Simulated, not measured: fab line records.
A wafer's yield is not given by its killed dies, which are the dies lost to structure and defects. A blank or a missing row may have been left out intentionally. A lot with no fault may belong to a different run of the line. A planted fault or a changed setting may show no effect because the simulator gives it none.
One fault through the eyes of 2 desks / flow gf180mcu / what lay behind the numbers comes last; until then each desk has only its own

## DESK OF THE TOOL OWNER: implanter-04
For each lot that ran on this tool, the mean over its sampled wafers that have a number, from the tool's own readings at GF_MVSD_IMPLANT_08. Marked OUT: a lot whose mean sits more than 4 standard deviations from the usual mean, which makes it out of limits; the brackets give that distance.
Columns: A = beamOnS at GF_MVSD_IMPLANT_08, usual 10.01 s; B = endStationPressureTorr at GF_MVSD_IMPLANT_08, usual 5.08e-06 Torr; C = faradayCurrentUA at GF_MVSD_IMPLANT_08, usual 90.2
lot=L569; first seen here=day 4 10:53; A=9.85; B=4.94e-06; C=91.5
lot=L577; first seen here=day 6 10:20; A=12.14 (+11) OUT; B=5.19e-06; C=76.3 (-7.7) OUT
lot=L580; first seen here=day 7 01:43; A=11.33 (+6.6) OUT; B=5.28e-06; C=81.7 (-4.7) OUT
lot=L592; first seen here=day 9 23:37; A=10.01; B=5.05e-06; C=90.3
Finding of this desk: L577, L580 out of limits; the first was L577 at day 6 10:20, on beamOnS at GF_MVSD_IMPLANT_08. In limits: L569, L592.

## THE METROLOGY DESK
Means of the sampled wafers that have a number, per lot and without regard to the tool the lot ran on: this is what the gauges read. Marked OUT: a lot whose mean sits more than 4 standard deviations from the usual mean, which makes it out of limits; the brackets give that distance.
Columns: A = cdNm at GF_STI_CD_MEAS_12, usual 220.0 nm; B = NWELL_TW at GF_NWELL_TW_MEAS_11, usual 1567; C = MVSD_TW at GF_MVSD_TW_MEAS_11, usual 1571; D = VT_IMPLANT_TW at GF_VT_IMPLANT_TW_MEAS_10, usual 563; E = MVSD_RS at GF_VT_IMPLANT_RS_MEAS_46, usual 456.8 ohm/sq
lot=L569; first seen here=day 2 01:34; A=220.7; B=1573; C=1572; D=557; E=455.4
lot=L570; first seen here=day 2 07:18; A=218.6; B=1575; C=1558; D=558; E=456.4
lot=L571; first seen here=day 2 11:54; A=218.6; B=1575; C=1558; D=563; E=457.5
lot=L577; first seen here=day 3 20:26; A=220.1; B=1572; C=1656 (+7.7) OUT; D=556; E=420.3 (-28) OUT
lot=L580; first seen here=day 4 10:10; A=220.7; B=1555; C=1608; D=573; E=433.3 (-18) OUT
lot=L582; first seen here=day 4 20:02; A=219.2; B=1562; C=1556; D=556; E=457.3
lot=L583; first seen here=day 5 01:43; A=219.6; B=1566; C=1558; D=556; E=455.6
lot=L585; first seen here=day 5 12:02; A=218.5; B=1565; C=1582; D=570; E=457.2
lot=L586; first seen here=day 5 17:34; A=219.3; B=1571; C=1586; D=556; E=456.9
lot=L589; first seen here=day 6 09:53; A=221.3; B=1546; C=1570; D=557; E=458.4
lot=L590; first seen here=day 6 14:07; A=219.6; B=1579; C=1567; D=570; E=457.9
lot=L591; first seen here=day 6 19:08; A=219.5; B=1578; C=1582; D=569; E=458.3
lot=L592; first seen here=day 6 23:41; A=220.5; B=1555; C=1582; D=571; E=457.5
This desk finds L577, L580 out of limits, with the earliest case on L577 at day 6 10:41 (MVSD_TW at GF_MVSD_TW_MEAS_11). In limits: L569, L570, L571, L582, L583, L585, L586, L589, L590, L591, L592.

## PUT TOGETHER
At day 6 10:20, on L577, L580, the tool owner's desk was in a position to raise an alarm.
The metrology desk could have raised an alarm at day 6 10:41, on L577, L580.
The lots listed all ran GF_MVSD_IMPLANT_08 on implanter-04.

## WHAT HAD BEEN PUT IN BY THE SIMULATOR
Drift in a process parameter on implanter-04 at GF_MVSD_IMPLANT_08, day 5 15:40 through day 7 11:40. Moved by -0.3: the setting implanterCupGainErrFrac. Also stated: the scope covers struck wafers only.
Struck lots among those shown: L577, L580.
Hours from the fault's start to each desk's first reading out of limits: the tool owner's desk, 19; the metrology desk, 19.
